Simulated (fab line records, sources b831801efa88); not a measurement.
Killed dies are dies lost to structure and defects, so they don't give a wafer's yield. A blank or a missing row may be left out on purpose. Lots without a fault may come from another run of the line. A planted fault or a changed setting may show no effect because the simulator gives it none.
Which tool did it? | flow sky130 | 15 lots, 45 wafers sampled, at 5 steps of a route of 708

WHAT THE GAUGES READ, wafer by wafer
The record holds no reading of a measuring or inspecting step that can be judged against a usual standard deviation.

WHICH TOOL RAN EACH LOT (tool, then ch and the chambers of the sampled wafers, then the start)
lot  | SKY_VIA2_STRIP_16                    | SKY_VIA2_SPUTTER_20          | SKY_METAL3_ETCH_16                | SKY_METAL3_METAL_ETCH_18          | SKY_METAL3_STRIP_19
L119 | plasma_asher-03 ch 0,1, day 37 05:11 | pvd_sputter-01, day 37 05:46 | rie_metal-03 ch 0,1, day 39 13:18 | rie_metal-01 ch 0,1, day 39 13:25 | plasma_asher-03 ch 0,1, day 39 13:36
L121 | plasma_asher-02 ch 0,1, day 37 17:49 | pvd_sputter-04, day 37 18:27 | rie_metal-04 ch 0,1, day 39 23:14 | rie_metal-01 ch 0,1, day 39 23:22 | plasma_asher-01 ch 0,1, day 39 23:32
L122 | plasma_asher-04 ch 0,1, day 38 07:31 | pvd_sputter-04, day 38 08:08 | rie_metal-01 ch 0,1, day 40 13:08 | rie_metal-04 ch 0,1, day 40 13:15 | plasma_asher-03 ch 0,1, day 40 13:26
L123 | plasma_asher-04 ch 0,1, day 38 15:08 | pvd_sputter-01, day 38 15:54 | rie_metal-04 ch 0,1, day 40 19:48 | rie_metal-01 ch 0,1, day 40 19:55 | plasma_asher-01 ch 1, day 40 20:06
L125 | plasma_asher-02 ch 0,1, day 38 22:42 | pvd_sputter-04, day 38 23:16 | rie_metal-01 ch 0,1, day 41 03:10 | rie_metal-03 ch 0,1, day 41 03:19 | plasma_asher-04 ch 0,1, day 41 03:28
L126 | plasma_asher-04 ch 0,1, day 39 13:54 | pvd_sputter-01, day 39 14:29 | rie_metal-04 ch 0,1, day 41 18:01 | rie_metal-03 ch 0,1, day 41 18:10 | plasma_asher-01 ch 0,1, day 41 18:19
L127 | plasma_asher-04 ch 0,1, day 39 19:37 | pvd_sputter-02, day 39 20:13 | rie_metal-03 ch 0,1, day 41 23:02 | rie_metal-04 ch 0,1, day 41 23:09 | plasma_asher-04 ch 0,1, day 41 23:20
L128 | plasma_asher-02 ch 0,1, day 40 03:46 | pvd_sputter-02, day 40 04:23 | rie_metal-04 ch 0,1, day 42 05:27 | rie_metal-01 ch 0,1, day 42 05:34 | plasma_asher-04 ch 0,1, day 42 05:45
L129 | plasma_asher-03 ch 0,1, day 40 09:28 | pvd_sputter-04, day 40 10:04 | rie_metal-04 ch 0,1, day 42 13:06 | rie_metal-03 ch 0,1, day 42 13:13 | plasma_asher-01 ch 0,1, day 42 13:24
L134 | plasma_asher-02 ch 0,1, day 41 19:40 | pvd_sputter-04, day 41 20:16 | rie_metal-01 ch 0,1, day 43 21:41 | rie_metal-03 ch 1, day 43 21:49   | plasma_asher-03 ch 0,1, day 43 21:59
L136 | plasma_asher-02 ch 0,1, day 42 13:01 | pvd_sputter-01, day 42 13:36 | rie_metal-01 ch 0,1, day 44 14:17 | rie_metal-04 ch 0,1, day 44 14:24 | plasma_asher-04 ch 0,1, day 44 14:35
L137 | plasma_asher-04 ch 0,1, day 42 13:55 | pvd_sputter-04, day 42 14:29 | rie_metal-03 ch 0,1, day 44 14:53 | rie_metal-01 ch 0,1, day 44 15:02 | plasma_asher-04 ch 0,1, day 44 15:11
L140 | plasma_asher-02 ch 0,1, day 43 10:47 | pvd_sputter-02, day 43 11:27 | rie_metal-04 ch 0,1, day 45 10:59 | rie_metal-01 ch 0,1, day 45 11:07 | plasma_asher-03 ch 0,1, day 45 11:17
L141 | plasma_asher-04 ch 0,1, day 43 12:23 | pvd_sputter-04, day 43 13:00 | rie_metal-03 ch 0,1, day 45 12:34 | rie_metal-04 ch 0,1, day 45 12:43 | plasma_asher-03 ch 0,1, day 45 12:52
L142 | plasma_asher-02 ch 1, day 43 16:10   | pvd_sputter-01, day 43 16:48 | rie_metal-03 ch 0,1, day 45 16:32 | rie_metal-01 ch 0,1, day 45 16:40 | plasma_asher-01 ch 1, day 45 16:50
- SKY_VIA2_STRIP_16: strips in O2/N2.
- SKY_VIA2_SPUTTER_20: material TiN, target thk 20 nm, time 80 s.
- SKY_METAL3_ETCH_16: etches BARC in N2/H2, stops on SiO2, time 88.2 s, target depth 60 nm.
- SKY_METAL3_METAL_ETCH_18: etches the open film in Cl2/BCl3, stops on SiO2, target depth 845 nm, time 183.1 s.
- SKY_METAL3_STRIP_19: strips in O2/N2.

WHAT THE TOOLS THEMSELVES READ (means of the sampled wafers that have a number; where no wafer has one, the mark that the record gives instead)
SKY_VIA2_STRIP_16. Usual: chamber_pressure_mTorr 1500.1 mTorr, standard deviation 1.4; drypump_motor_current_A 5.8 A, standard deviation 0.34; oes_product_au 0.399 a.u., standard deviation 0.0047; strip_time_to_endpoint_s 4.040 s, standard deviation 0.023.
lot  | tool            | chamber_pressure_mTorr (mTorr) | drypump_motor_current_A (A) | oes_product_au (a.u.) | strip_time_to_endpoint_s (s) | flag
L119 | plasma_asher-03 | 1500.7                         | 5.3                         | 0.400                 | 4.024                        |
L121 | plasma_asher-02 | 1501.0                         | 5.8                         | 0.401                 | 4.040                        |
L122 | plasma_asher-04 | 1499.5                         | 6.0                         | 0.400                 | 4.025                        |
L123 | plasma_asher-04 | 1500.6                         | 5.8                         | 0.396                 | 4.035                        |
L125 | plasma_asher-02 | 1499.4                         | 5.8                         | 0.397                 | 4.038                        |
L126 | plasma_asher-04 | 1499.6                         | 5.8                         | 0.399                 | 4.089                        |
L127 | plasma_asher-04 | 1500.9                         | 5.8                         | 0.401                 | 4.035                        |
L128 | plasma_asher-02 | 1500.1                         | 6.0                         | 0.398                 | 4.024                        |
L129 | plasma_asher-03 | 1499.0                         | 5.2                         | 0.401                 | 4.054                        |
L134 | plasma_asher-02 | 1501.1                         | 5.8                         | 0.402                 | 4.022                        |
L136 | plasma_asher-02 | 1499.2                         | 5.9                         | 0.399                 | 4.053                        |
L137 | plasma_asher-04 | 1500.9                         | 5.8                         | 0.400                 | 4.012                        |
L140 | plasma_asher-02 | 1500.3                         | 5.8                         | 0.400                 | 4.038                        |
L141 | plasma_asher-04 | 1498.7                         | 6.1                         | 0.401                 | 4.029                        |
L142 | plasma_asher-02 | 1500.2                         | 6.1                         | 0.404                 | 4.050                        |

SKY_VIA2_SPUTTER_20. Usual: cathode_dc_power_W 4000.0 W, standard deviation 0.77; throttle_valve_pct 29.8 %, standard deviation 0.93.
lot  | tool           | cathode_dc_power_W (W) | throttle_valve_pct (%) | flag
L119 | pvd_sputter-01 | 4000.1                 | 29.9                   |
L121 | pvd_sputter-04 | 3999.9                 | 29.6                   |
L122 | pvd_sputter-04 | 3999.3                 | 29.3                   |
L123 | pvd_sputter-01 | 4000.0                 | 30.0                   |
L125 | pvd_sputter-04 | 3999.5                 | 29.4                   |
L126 | pvd_sputter-01 | 4000.2                 | 30.6                   |
L127 | pvd_sputter-02 | 4000.1                 | 28.7                   |
L128 | pvd_sputter-02 | 4000.1                 | 29.8                   |
L129 | pvd_sputter-04 | 4000.4                 | 29.8                   |
L134 | pvd_sputter-04 | 3999.5                 | 29.8                   |
L136 | pvd_sputter-01 | 3999.3                 | 30.6                   |
L137 | pvd_sputter-04 | 3999.4                 | 30.2                   |
L140 | pvd_sputter-02 | 4000.1                 | 29.7                   |
L141 | pvd_sputter-04 | 4000.2                 | 29.4                   |
L142 | pvd_sputter-01 | 3999.8                 | 30.7                   |

SKY_METAL3_ETCH_16. Usual: bias_w 100.0 W, standard deviation 0.31; chamber_pressure_mTorr 30.000 mTorr, standard deviation 0.024; drypump_motor_current_A 5.7 A, standard deviation 0.69; oes_product_au 0.626 a.u., standard deviation 0.0049; throttle_valve_pct 13.204 %, standard deviation 0.009.
lot  | tool         | bias_w (W) | chamber_pressure_mTorr (mTorr) | drypump_motor_current_A (A) | oes_product_au (a.u.) | throttle_valve_pct (%) | flag
L119 | rie_metal-03 | 100.0      | 29.985                         | 5.1                         | 0.628                 | 13.215                 |
L121 | rie_metal-04 | 99.7       | 30.011                         | 6.0                         | 0.623                 | 13.204                 |
L122 | rie_metal-01 | 99.9       | 29.983                         | 6.3                         | 0.625                 | 13.198                 |
L123 | rie_metal-04 | 99.6       | 29.980                         | 6.0                         | 0.627                 | 13.201                 |
L125 | rie_metal-01 | 99.8       | 29.991                         | 6.3                         | 0.627                 | 13.211                 |
L126 | rie_metal-04 | 99.8       | 30.013                         | 6.0                         | 0.624                 | 13.197                 |
L127 | rie_metal-03 | 100.3      | 29.999                         | 5.3                         | 0.628                 | 13.204                 |
L128 | rie_metal-04 | 99.8       | 30.025                         | 5.9                         | 0.622                 | 13.207                 |
L129 | rie_metal-04 | 100.1      | 30.003                         | 5.5                         | 0.629                 | 13.204                 |
L134 | rie_metal-01 | 100.1      | 29.998                         | 6.3                         | 0.625                 | 13.204                 |
L136 | rie_metal-01 | 100.1      | 30.013                         | 6.5                         | 0.623                 | 13.207                 |
L137 | rie_metal-03 | 99.8       | 30.002                         | 5.1                         | 0.628                 | 13.201                 |
L140 | rie_metal-04 | 100.1      | 29.982                         | 6.0                         | 0.617                 | 13.206                 |
L141 | rie_metal-03 | 100.0      | 29.975                         | 5.1                         | 0.629                 | 13.195                 |
L142 | rie_metal-03 | 100.3      | 29.982                         | 5.1                         | 0.627                 | 13.198                 |

SKY_METAL3_METAL_ETCH_18. Usual: bcl3_flow_sccm 29.99 sccm, standard deviation 0.084; bias_w 48.48 W, standard deviation 0.16; chamber_pressure_mTorr 10.000 mTorr, standard deviation 0.01; drypump_motor_current_A 5.9 A, standard deviation 0.69; oes_product_au 0.866 a.u., standard deviation 0.0064; throttle_valve_pct 22.265 %, standard deviation 0.0092.
lot  | tool         | bcl3_flow_sccm (sccm) | bias_w (W) | chamber_pressure_mTorr (mTorr) | drypump_motor_current_A (A) | oes_product_au (a.u.) | throttle_valve_pct (%) | flag
L119 | rie_metal-01 | 30.05                 | 48.40      | 9.997                          | 6.3                         | 0.875                 | 22.270                 |
L121 | rie_metal-01 | 29.95                 | 48.45      | 9.986                          | 6.3                         | 0.864                 | 22.282                 |
L122 | rie_metal-04 | 30.01                 | 48.53      | 9.998                          | 5.5                         | 0.862                 | 22.263                 |
L123 | rie_metal-01 | 29.94                 | 48.48      | 10.000                         | 6.3                         | 0.872                 | 22.265                 |
L125 | rie_metal-03 | 30.01                 | 48.55      | 9.999                          | 5.3                         | 0.874                 | 22.262                 |
L126 | rie_metal-03 | 30.01                 | 48.47      | 10.003                         | 5.1                         | 0.867                 | 22.265                 |
L127 | rie_metal-04 | -                     | -          | -                              | -                           | -                     | -                      | OFF
L128 | rie_metal-01 | -                     | -          | -                              | -                           | -                     | -                      | OFF
L129 | rie_metal-03 | -                     | -          | -                              | -                           | -                     | -                      | OFF
L134 | rie_metal-03 | 29.96                 | 48.34      | 10.004                         | 5.6                         | 0.866                 | 22.251                 |
L136 | rie_metal-04 | 30.04                 | 48.68      | 10.001                         | 5.5                         | 0.863                 | 22.273                 |
L137 | rie_metal-01 | 29.92                 | 48.62      | 10.003                         | 6.5                         | 0.861                 | 22.260                 |
L140 | rie_metal-01 | 30.00                 | 48.57      | 10.004                         | 6.3                         | 0.862                 | 22.264                 |
L141 | rie_metal-04 | 30.04                 | 48.41      | 9.995                          | 6.0                         | 0.868                 | 22.260                 |
L142 | rie_metal-01 | 30.03                 | 48.43      | 9.993                          | 6.3                         | 0.867                 | 22.262                 |

SKY_METAL3_STRIP_19. Usual: chamber_pressure_mTorr 1499.9 mTorr, standard deviation 1.4; drypump_motor_current_A 5.6 A, standard deviation 0.38; oes_product_au 0.501 a.u., standard deviation 0.0051; strip_time_to_endpoint_s 6.52 s, standard deviation 0.06.
lot  | tool            | chamber_pressure_mTorr (mTorr) | drypump_motor_current_A (A) | oes_product_au (a.u.) | strip_time_to_endpoint_s (s) | flag
L119 | plasma_asher-03 | 1501.0                         | 5.2                         | 0.500                 | 6.50                         |
L121 | plasma_asher-01 | 1501.1                         | 5.4                         | 0.506                 | 6.54                         |
L122 | plasma_asher-03 | 1497.9                         | 5.3                         | 0.500                 | 6.54                         |
L123 | plasma_asher-01 | 1500.2                         | 5.7                         | 0.504                 | 6.51                         |
L125 | plasma_asher-04 | 1498.8                         | 5.8                         | 0.498                 | 6.48                         |
L126 | plasma_asher-01 | 1498.8                         | 5.4                         | 0.500                 | 6.47                         |
L127 | plasma_asher-04 | 1500.6                         | 6.1                         | 0.708                 | 11.86                        | OFF
L128 | plasma_asher-04 | 1499.2                         | 5.8                         | 0.714                 | 11.85                        | OFF
L129 | plasma_asher-01 | 1499.6                         | 5.4                         | 0.711                 | 11.87                        | OFF
L134 | plasma_asher-03 | 1499.9                         | 5.3                         | 0.504                 | 6.50                         |
L136 | plasma_asher-04 | 1499.8                         | 6.1                         | 0.504                 | 6.56                         |
L137 | plasma_asher-04 | 1501.5                         | 5.8                         | 0.500                 | 6.56                         |
L140 | plasma_asher-03 | 1499.9                         | 5.3                         | 0.503                 | 6.57                         |
L141 | plasma_asher-03 | 1501.2                         | 5.2                         | 0.500                 | 6.54                         |
L142 | plasma_asher-01 | 1499.9                         | 5.8                         | 0.509                 | 6.54                         |

THE ANSWER, worked out from the rows above alone
Rule: a lot is off if the mean of its wafers that have a number lies more than 3 standard deviations from the usual mean. A lot without any number at a reading at which 4 lots or more have one is off too. The other lots that the step has rows for count as sound. The gauges are gone through in route order, then the tools' own readings, and for those a lot's mean is taken as printed above. The first step at which some lot is off is used, and at that step the reading that is off furthest; a lot without a number counts as furthest.
Off: L127, L128, L129, at SKY_METAL3_METAL_ETCH_18 (bcl3_flow_sccm). Without a number there: L127, L128, L129.
A tool fits if, at that step or a process step before it, it ran every lot that is off, and no sound lot after the first of them. None of those tried fits.

WHAT THE SIMULATOR HAD PUT IN
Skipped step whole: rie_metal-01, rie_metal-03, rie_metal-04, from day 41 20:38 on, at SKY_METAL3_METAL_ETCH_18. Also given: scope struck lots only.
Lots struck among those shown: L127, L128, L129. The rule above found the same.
